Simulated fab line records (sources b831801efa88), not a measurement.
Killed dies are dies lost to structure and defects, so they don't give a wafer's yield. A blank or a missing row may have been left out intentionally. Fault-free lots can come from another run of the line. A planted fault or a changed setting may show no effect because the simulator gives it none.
Matching of chambers | flow gf180mcu | GF_PASSIVATION_ETCH_11 on rie_diel-02: 4 sister chambers
The step etches the open film in CF4/O2, stops on TiN, target depth 2040 nm, time 453.3 s. 8 wafers are shown with their chamber, then 7 later ones without.

== WAFERS WITH THEIR CHAMBER ==
wafer  | chamber | drypump_motor_current_A (A) | oes_product_au (a.u.)
L084.1 | 3       | 5.5                         | 0.987
L084.3 | 1       | 6.1                         | 0.983
L084.5 | 0       | 5.4                         | 0.982
L084.6 | 3       | 5.5                         | 0.991
L090.2 | 1       | 6.0                         | 0.990
L090.5 | 2       | 5.8                         | 0.992
L092.2 | 0       | 5.5                         | 0.977
L092.3 | 2       | 5.7                         | 0.986

== WAFERS WITHOUT THEIR CHAMBER ==
wafer  | drypump_motor_current_A (A) | oes_product_au (a.u.)
L092.6 | 5.8                         | 0.988
L095.1 | 5.4                         | 0.973
L095.3 | 5.8                         | 0.984
L095.5 | 5.5                         | 0.995
L096.2 | 5.4                         | 0.968
L096.3 | 5.8                         | 0.980
L096.6 | 5.4                         | 0.975

== WHICH CHAMBER EACH WENT THROUGH ==
wafer  | from the rows above     | in truth
L092.6 | 2                       | 2
L095.1 | 0                       | 0
L095.3 | 2                       | 2
L095.5 | 3                       | 3
L096.2 | 0                       | 0
L096.3 | can't be placed: 2 or 1 | 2
L096.6 | 0                       | 0
Correct placement for 6 of the 7. Unplaceable from these rows: 1, with the true chamber sitting among the candidates in 1. Number placed wrongly: 0.
How it was worked out, from the rows above alone: a wafer's distance from a chamber is the root of the sum, over the readings, of the square of ((its reading less the chamber's mean) divided by the reading's scatter). The wafer belongs to the nearest chamber; if the next one is less than 2 further off, it can't be placed. Each chamber's mean is taken over the wafers shown for it. The scatter: the root of (the sum of the squares of (reading less its chamber's mean) over the shown wafers, divided by (wafers less chambers)).
